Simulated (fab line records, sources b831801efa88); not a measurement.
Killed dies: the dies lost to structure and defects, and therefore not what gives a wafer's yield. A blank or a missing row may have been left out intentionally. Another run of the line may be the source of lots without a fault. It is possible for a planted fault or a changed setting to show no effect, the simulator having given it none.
8D (eight disciplines) problem report, filled in by code | flow gf180mcu | the parts of the form that need people (team, actions taken, sign-off) are left out

1. THE PROBLEM
Wafers without a fault read 0.717 a.u. with a standard deviation of 0.0048, while oes product au at GF_HV_LDD_STRIP_22 averages 0.953 a.u. across 3 wafers of 1 lot. That puts it +49 standard deviations away from the usual mean.
The step: strips in O2/N2.
First observed at day 14 00:19: wafer L446.1, on plasma asher-04. The record has a number at this step for 36 wafers belonging to 12 lots. The rule behind "out" and "out of limits": a value lying over 4 standard deviations away from the usual mean. All remaining wafers that have a number are taken as sound.

2. WHAT IT IS; WHAT IT IS NOT
question                    | is                     | is not
which readings at this step | oes product au         | drypump motor current A, heater power w, platen temp c
which lots                  | L446                   | L436, L439, L440, L445, L448, L450, L453, L455, L457, L458, L459
which wafers of those lots  | all that have a number | -
read on which tools         | plasma asher-04        | plasma asher-01, plasma asher-02
when                        | from day 14 00:19      | up to then (12 sound wafers); but 21 sound wafers of L448, L450, L453, L455, L457, L458, L459 came after

3. SUSPECTS, AND WHAT RULES EACH OUT
Counting: a tool at any process step up to the reading remains a suspect when it ran all the lots that are out and ran no sound lot after the first of those.
- plasma asher-04 at GF_HV_LDD_STRIP_22 (strips in O2/N2): ruled out as a lasting fault. After its first lot that is out, L446 (day 14 00:19), sound lots L457, L459 ran on it.
Left after counting: nothing in the record.

4. THE CAUSE (what the simulator had put in)
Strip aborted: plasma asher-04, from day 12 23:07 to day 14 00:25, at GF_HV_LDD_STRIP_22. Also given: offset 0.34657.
Counting ruled it out, wrongly.

5. THE CHAIN OF EFFECTS, in route order
Each row: a reading whose mean over the struck wafers that have a number lies more than 3 standard deviations from the usual. Scope: only readings with a usual standard deviation given in the record; hours: median across lots of the time from each lot's start at the first step in this table that gives one to its start at this step; sigmas: change in usual standard deviations.
hours | step               | reading                  | usual      | on struck wafers | change | sigmas
0     | GF_HV_LDD_STRIP_22 | oes product au           | 0.717 a.u. | 0.953            | +0.236 | +49
21    | GF_HV_LDD_STRIP_37 | strip time to endpoint s | 12.63 s    | 12.83            | +0.20  | +4.7
Process steps it contains:
- GF_HV_LDD_STRIP_22: strips in O2/N2.
- GF_HV_LDD_STRIP_37: strips in O2/N2.
Readings that are blank on the struck wafers while sound wafers have them: strip time to endpoint s at GF_HV_LDD_STRIP_22.

6. WHAT WOULD HAVE CAUGHT IT SOONER
25 hours passed between the start of the fault at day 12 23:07 and the first reading out of limits in this record, taken at day 14 00:19.
